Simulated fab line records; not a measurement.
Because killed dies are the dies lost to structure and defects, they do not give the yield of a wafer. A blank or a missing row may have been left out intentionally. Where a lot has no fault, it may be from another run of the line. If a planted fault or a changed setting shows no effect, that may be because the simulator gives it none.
Split-lot trial    flow sky130    on a route of 708 steps: 5 lots, 23 wafers read

ON THE SPLIT
At SKY_LDD_P_IMPLANT_09, the setting energyKev was moved away from the recipe's 25 on 9 of the 23 wafers read, by +3.0% to +4.4%. All remaining wafers had this setting at the recipe value.

The split's own step is where the reading is taken.

THE READING
In nm, at SKY_LDD_P_IMPLANT_09: implant.drpNm, which is the simulator's own figure and was read by no gauge. There is no usual value for it anywhere in the file.

wafer   tool, chamber at the split  energyKev as run  against the recipe  implant.drpNm, nm  against lot-mates on the recipe
L077.1  implanter-01, 0             25                recipe              11.41              -
L077.4  implanter-01, 0             25                recipe              11.41              -
L077.6  implanter-01, 0             25                recipe              11.41              -
L078.1  implanter-04, 0             26.09             +4.4%               11.76              +0.35
L078.4  implanter-04, 0             26.09             +4.4%               11.76              +0.35
L078.5  implanter-04, 0             26.09             +4.4%               11.76              +0.35
L078.2  implanter-04, 0             25                recipe              11.41              -
L078.6  implanter-04, 0             25                recipe              11.41              -
L081.1  implanter-04, 0             26.11             +4.4%               11.76              +0.35
L081.2  implanter-04, 0             26.11             +4.4%               11.76              +0.35
L081.4  implanter-04, 0             26.11             +4.4%               11.76              +0.35
L081.3  implanter-04, 0             25                recipe              11.41              -
L081.5  implanter-04, 0             25                recipe              11.41              -
L082.2  implanter-01, 0             25                recipe              11.41              -
L082.3  implanter-01, 0             25                recipe              11.41              -
L082.4  implanter-01, 0             25                recipe              11.41              -
L082.5  implanter-01, 0             25                recipe              11.41              -
L082.6  implanter-01, 0             25                recipe              11.41              -
L083.1  implanter-03, 0             25.75             +3.0%               11.65              +0.24
L083.4  implanter-03, 0             25.75             +3.0%               11.65              +0.24
L083.6  implanter-03, 0             25.75             +3.0%               11.65              +0.24
L083.3  implanter-03, 0             25                recipe              11.41              -
L083.5  implanter-03, 0             25                recipe              11.41              -

FIT RESULTS
A straight line over all 23 wafers: implant.drpNm changes by +0.0796 nm for each +1% of energyKev; r = +1.00; the points scatter about the line by 0.0018 nm.
The same after taking each lot's own level away (the mean of its wafers on the recipe; 23 wafers): +0.0796 nm for each +1%; r = +1.00; scatter 0.0018 nm.
Per that fit: largest energyKev move, reading shift of 0.35 nm.
The lots' own levels span 11.410 to 11.410 nm.
The two slopes are in agreement: the lot-to-lot level therefore moves the slope only a little.
Check: +0.354 nm against its lot-mates is what the line predicts for one of the wafers moved furthest among these (+4.4%) when that wafer is left out of the fit. Against them it came out at +0.35 nm.

THE OTHER SPLITS THESE WAFERS WENT THROUGH
Before the reading, these wafers also passed through other splits. Each is held against what the fit with the lots' levels taken away leaves over:
other split on the same wafers      wafers away from the commonest value  r with implant.drpNm (lot level and that fit taken away)
SKY_POLY_GATE_SOFTBAKE_09 tempC     7                                     -0.01
SKY_POLY_GATE_OXIDATION_20 oxTimeS  18                                    -0.46
SKY_LDD_N_IMPLANT_10 energyKev      8                                     +0.03
SKY_LDD_P_DEVELOP_06 devTempC       8                                     -0.41

THE FILE'S OWN FIT
implant.drpNm changes by +0.0799 nm for each +1% of energyKev, r = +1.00.
